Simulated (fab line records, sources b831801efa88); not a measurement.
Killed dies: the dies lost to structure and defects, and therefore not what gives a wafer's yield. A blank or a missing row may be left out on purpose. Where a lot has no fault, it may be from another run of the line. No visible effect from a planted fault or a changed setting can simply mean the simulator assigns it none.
Check for tools in common | flow sky130 | 12 lots, 36 wafers sampled

## REASON FOR OPENING
At SKY_LDD_LDN_TW_MEAS_13 the reading LDD_LDN_TW is flagged on 3 of 12 lots. Wafers without a fault read 1491, standard deviation 8.2.
Rule: a lot gets a flag if all its wafers with a number sit over 4 standard deviations from that mean, or if no wafer of it has a number. As for the other lots, they are considered sound.

lot  | measured     | on           | LDD_LDN_TW, wafer by wafer | flag
L241 | day 22 21:58 | filmMetro-03 | 1490 1489 1487             | 
L242 | day 23 16:19 | filmMetro-01 | 1502 1496 1495             | 
L244 | day 24 03:06 | filmMetro-03 | 1498 1488 1485             | 
L246 | day 24 21:11 | filmMetro-01 | 1494 1499 1493             | 
L247 | day 25 05:47 | filmMetro-03 | 1491 1491 1487             | 
L249 | day 25 19:22 | filmMetro-04 | 1475 1467 1474             | 
L256 | day 28 15:33 | filmMetro-03 | 1429 1424 1423             | FLAGGED
L257 | day 28 21:44 | filmMetro-04 | 1431 1430 1426             | FLAGGED
L258 | day 29 01:06 | filmMetro-03 | 1431 1435 1425             | FLAGGED
L261 | day 30 01:05 | filmMetro-03 | 1494 1493 1481             | 
L262 | day 30 06:53 | filmMetro-03 | 1489 1493 1492             | 
L263 | day 30 10:56 | filmMetro-04 | 1493 1487 1492             | 
Average over the flagged lots: 1428; offset from the usual -63, equal to -8 standard deviations.

## LOT BY LOT: THE TOOL USED
The record holds 1 process step before the reading, out of a route of 708 steps. In each cell: the tool, then ch and the chambers that the sampled wafers went through, then the start.
lot  | flag    | SKY_LDD_LDN_IMPLANT_11
L241 |         | implanter-01 ch 0, day 22 21:44
L242 |         | implanter-03 ch 0, day 23 16:05
L244 |         | implanter-04 ch 0, day 24 02:52
L246 |         | implanter-01 ch 0, day 24 20:56
L247 |         | implanter-01 ch 0, day 25 05:32
L249 |         | implanter-03 ch 0, day 25 19:07
L256 | FLAGGED | implanter-01 ch 0, day 28 15:19
L257 | FLAGGED | implanter-01 ch 0, day 28 21:29
L258 | FLAGGED | implanter-01 ch 0, day 29 00:52
L261 |         | implanter-04 ch 0, day 30 00:50
L262 |         | implanter-04 ch 0, day 30 06:38
L263 |         | implanter-03 ch 0, day 30 10:41
What these steps do:
- SKY_LDD_LDN_IMPLANT_11
- SKY_LDD_LDN_TW_MEAS_13

## FLAGGED OVER TOTAL, TOOL BY TOOL (the gauges that took the reading come last)
step                   | tool         | lots run | flagged | share of the flagged lots | sound lots run after its first flagged lot
SKY_LDD_LDN_IMPLANT_11 | implanter-01 | 6        | 3       | all                       | 0
SKY_LDD_LDN_IMPLANT_11 | implanter-03 | 3        | 0       | none                      | -
SKY_LDD_LDN_IMPLANT_11 | implanter-04 | 3        | 0       | none                      | -
SKY_LDD_LDN_TW_MEAS_13 | filmMetro-01 | 2        | 0       | none                      | -
SKY_LDD_LDN_TW_MEAS_13 | filmMetro-03 | 7        | 2       | some                      | 2 (L261,L262)
SKY_LDD_LDN_TW_MEAS_13 | filmMetro-04 | 3        | 1       | some                      | 1 (L263)

## THE TABLE: WHAT IT ALLOWS
All flagged lots share 1 row of the table, namely implanter-01 at SKY_LDD_LDN_IMPLANT_11.
- implanter-01 at SKY_LDD_LDN_IMPLANT_11: 3 of its 6 lots flagged. Its last sound lot is L247 (day 25 05:32), its first flagged lot L256 (day 28 15:19): a fault that began between those two fits. Its own readings lie more than 4 standard deviations out on every wafer of the flagged lots: doseIonsCm2, faradayCurrentUA.
What remains is a single tool, implanter-01 at SKY_LDD_LDN_IMPLANT_11.

## WHAT THE SIMULATOR HAD INSERTED
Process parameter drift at SKY_LDD_LDN_IMPLANT_11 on implanter-01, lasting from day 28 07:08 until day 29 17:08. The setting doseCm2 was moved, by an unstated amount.
Lots struck among those shown: L256, L257, L258. The rule above found the same.
